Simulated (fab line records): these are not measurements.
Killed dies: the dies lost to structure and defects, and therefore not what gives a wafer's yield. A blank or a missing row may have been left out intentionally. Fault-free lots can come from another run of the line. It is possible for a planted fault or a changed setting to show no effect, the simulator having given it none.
Which of the tools did it? + flow sky130 + 11 lots with 33 wafers sampled at 4 steps, on a route of 708 steps

WHAT EACH GAUGE READ, for each wafer
SKY_CAPM_THK_MEAS_04: measures by xrf. Usual: CAPM_TIN_THK typically reads 196 nm, with standard deviation 3.1.
| lot  | measured     | on            | CAPM_TIN_THK (nm) | flag |
|------|--------------|---------------|-------------------|------|
| L784 | day 37 22:35 | film_metro-03 | 196 194 195       |      |
| L785 | day 38 12:39 | film_metro-03 | 200 202 199       |      |
| L787 | day 38 15:28 | film_metro-02 | 198 195 196       |      |
| L789 | day 39 09:25 | film_metro-02 | 190 196 195       |      |
| L790 | day 39 08:02 | film_metro-01 | 196 196 197       |      |
| L791 | day 39 16:33 | film_metro-01 | 199 198 198       |      |
| L792 | day 40 06:19 | film_metro-03 | 195 199 199       |      |
| L796 | day 41 08:28 | film_metro-03 | 202 201 198       |      |
| L797 | day 41 16:22 | film_metro-01 | 195 195 199       |      |
| L802 | day 43 02:09 | film_metro-02 | 193 194 194       |      |
| L804 | day 43 07:28 | film_metro-02 | 194 194 193       |      |

TOOL THAT RAN EACH LOT (tool first, then ch and the chambers of the sampled wafers, then the start)
| lot  | SKY_GATE_OXIDE_COAT_05            | SKY_GATE_OXIDE_STRIP_13              | SKY_LI_CONTACT_ETCH_14             |
|------|-----------------------------------|--------------------------------------|------------------------------------|
| L784 | litho_track-04 ch 0, day 14 11:44 | plasma_asher-01 ch 0,1, day 15 01:25 | rie_diel-04 ch 1,2,3, day 30 14:36 |
| L785 | litho_track-01 ch 0, day 15 00:32 | plasma_asher-04 ch 0,1, day 15 14:28 | rie_diel-03 ch 1,2,3, day 31 05:18 |
| L787 | litho_track-03 ch 0, day 15 05:46 | plasma_asher-04 ch 0,1, day 15 20:11 | rie_diel-03 ch 0,3, day 31 09:48   |
| L789 | litho_track-01 ch 0, day 15 23:14 | plasma_asher-01 ch 0,1, day 16 13:44 | rie_diel-04 ch 0,2,3, day 32 05:00 |
| L790 | litho_track-03 ch 0, day 15 23:22 | plasma_asher-04 ch 0,1, day 16 14:02 | rie_diel-01 ch 0,3, day 32 04:11   |
| L791 | litho_track-03 ch 0, day 16 11:35 | plasma_asher-02 ch 0,1, day 17 02:46 | rie_diel-04 ch 0,1,3, day 32 13:00 |
| L792 | litho_track-01 ch 0, day 16 20:51 | plasma_asher-01 ch 1, day 17 11:50   | rie_diel-01 ch 1,2,3, day 33 05:51 |
| L796 | litho_track-04 ch 0, day 18 10:05 | plasma_asher-04 ch 0,1, day 19 02:05 | rie_diel-04 ch 0,2,3, day 34 08:59 |
| L797 | litho_track-03 ch 0, day 18 15:10 | plasma_asher-01 ch 0,1, day 19 06:51 | rie_diel-04 ch 0,2,3, day 34 16:06 |
| L802 | litho_track-03 ch 0, day 20 16:13 | plasma_asher-02 ch 0,1, day 21 07:36 | rie_diel-04 ch 0,1,3, day 36 07:45 |
| L804 | litho_track-03 ch 0, day 20 23:38 | plasma_asher-02 ch 0,1, day 21 15:59 | rie_diel-03 ch 1,2, day 36 13:30   |
- SKY_GATE_OXIDE_COAT_05: resist thk 1140 nm.
- SKY_GATE_OXIDE_STRIP_13: strips in O2/N2.
- SKY_LI_CONTACT_ETCH_14: etches BARC in N2/H2, stops on SiO2, time 45.9 s, target depth 60 nm.

AS READ BY THE TOOLS THEMSELVES (means over the sampled wafers that have a number; for cases with no such wafer, the mark the record gives instead)
SKY_GATE_OXIDE_COAT_05. Usual: chill_plate_temp_C 23.00 C, standard deviation 0.11; spin_speed_rpm 3000.3 rpm, standard deviation 2.3.
| lot  | tool           | chill_plate_temp_C (C) | spin_speed_rpm (rpm) | flag |
|------|----------------|------------------------|----------------------|------|
| L784 | litho_track-04 | 23.02                  | 2998.3               |      |
| L785 | litho_track-01 | 23.07                  | 2999.8               |      |
| L787 | litho_track-03 | 22.97                  | 2997.5               |      |
| L789 | litho_track-01 | 23.13                  | 3002.2               |      |
| L790 | litho_track-03 | 23.00                  | 3000.4               |      |
| L791 | litho_track-03 | 22.92                  | 3002.3               |      |
| L792 | litho_track-01 | 22.99                  | 3001.7               |      |
| L796 | litho_track-04 | 22.95                  | 3000.1               |      |
| L797 | litho_track-03 | 23.01                  | 3002.3               |      |
| L802 | litho_track-03 | 22.94                  | 3003.0               |      |
| L804 | litho_track-03 | 23.08                  | 3004.9               |      |

SKY_GATE_OXIDE_STRIP_13. Usual: drypump_motor_current_A 5.6 A, standard deviation 0.48; oes_product_au 0.715 a.u., standard deviation 0.0042; strip_time_to_endpoint_s 14.16 s, standard deviation 0.036.
| lot  | tool            | drypump_motor_current_A (A) | oes_product_au (a.u.) | strip_time_to_endpoint_s (s) | flag |
|------|-----------------|-----------------------------|-----------------------|------------------------------|------|
| L784 | plasma_asher-01 | 5.3                         | 0.716                 | 14.14                        |      |
| L785 | plasma_asher-04 | 6.2                         | 0.718                 | 14.19                        |      |
| L787 | plasma_asher-04 | 6.2                         | 0.713                 | 14.18                        |      |
| L789 | plasma_asher-01 | 5.3                         | 0.716                 | 14.16                        |      |
| L790 | plasma_asher-04 | 6.2                         | 0.712                 | 14.14                        |      |
| L791 | plasma_asher-02 | 5.3                         | 0.716                 | 14.23                        |      |
| L792 | plasma_asher-01 | 5.9                         | 0.716                 | 14.21                        |      |
| L796 | plasma_asher-04 | 6.3                         | 0.722                 | 14.13                        |      |
| L797 | plasma_asher-01 | 5.6                         | 0.719                 | 14.18                        |      |
| L802 | plasma_asher-02 | 5.4                         | 0.579                 | 9.12                         | OFF  |
| L804 | plasma_asher-02 | 5.4                         | 0.647                 | 11.64                        | OFF  |

SKY_LI_CONTACT_ETCH_14. Usual: drypump_motor_current_A 5.8 A, standard deviation 0.41; oes_product_au 0.855 a.u., standard deviation 0.0049; throttle_valve_pct 13.226 %, standard deviation 0.0095.
| lot  | tool        | drypump_motor_current_A (A) | oes_product_au (a.u.) | throttle_valve_pct (%) | flag |
|------|-------------|-----------------------------|-----------------------|------------------------|------|
| L784 | rie_diel-04 | 5.4                         | 0.855                 | 13.224                 |      |
| L785 | rie_diel-03 | 5.9                         | 0.860                 | 13.232                 |      |
| L787 | rie_diel-03 | 5.8                         | 0.855                 | 13.227                 |      |
| L789 | rie_diel-04 | 5.9                         | 0.853                 | 13.231                 |      |
| L790 | rie_diel-01 | 5.8                         | 0.858                 | 13.224                 |      |
| L791 | rie_diel-04 | 5.6                         | 0.859                 | 13.222                 |      |
| L792 | rie_diel-01 | 6.1                         | 0.850                 | 13.227                 |      |
| L796 | rie_diel-04 | 5.8                         | 0.853                 | 13.223                 |      |
| L797 | rie_diel-04 | 5.8                         | 0.850                 | 13.224                 |      |
| L802 | rie_diel-04 | 5.6                         | 0.848                 | 13.228                 |      |
| L804 | rie_diel-03 | 6.1                         | 0.854                 | 13.215                 |      |

THE ANSWER, worked out from the rows above alone
Rule: a lot counts as off when the mean over its wafers that have a number is more than 3 standard deviations away from the usual mean. A lot without any number at a reading at which 4 lots or more have one is off too. The other lots that the step has rows for count as sound. First the gauges in route order, then the tools' own readings, where a lot's mean is used as printed above. At the first step where some lot is off, the reading lying furthest off is the one used; lots without a number count as furthest.
Off at SKY_GATE_OXIDE_STRIP_13 (strip_time_to_endpoint_s): L802, L804.
If a tool, at that step or one of the process steps before it, ran each lot that is off and ran no sound lot following the first of them, it fits. This does not decide it: 2 tools fit, namely litho_track-03 at SKY_GATE_OXIDE_COAT_05 and plasma_asher-02 at SKY_GATE_OXIDE_STRIP_13.

WHAT HAD BEEN PUT IN BY THE SIMULATOR
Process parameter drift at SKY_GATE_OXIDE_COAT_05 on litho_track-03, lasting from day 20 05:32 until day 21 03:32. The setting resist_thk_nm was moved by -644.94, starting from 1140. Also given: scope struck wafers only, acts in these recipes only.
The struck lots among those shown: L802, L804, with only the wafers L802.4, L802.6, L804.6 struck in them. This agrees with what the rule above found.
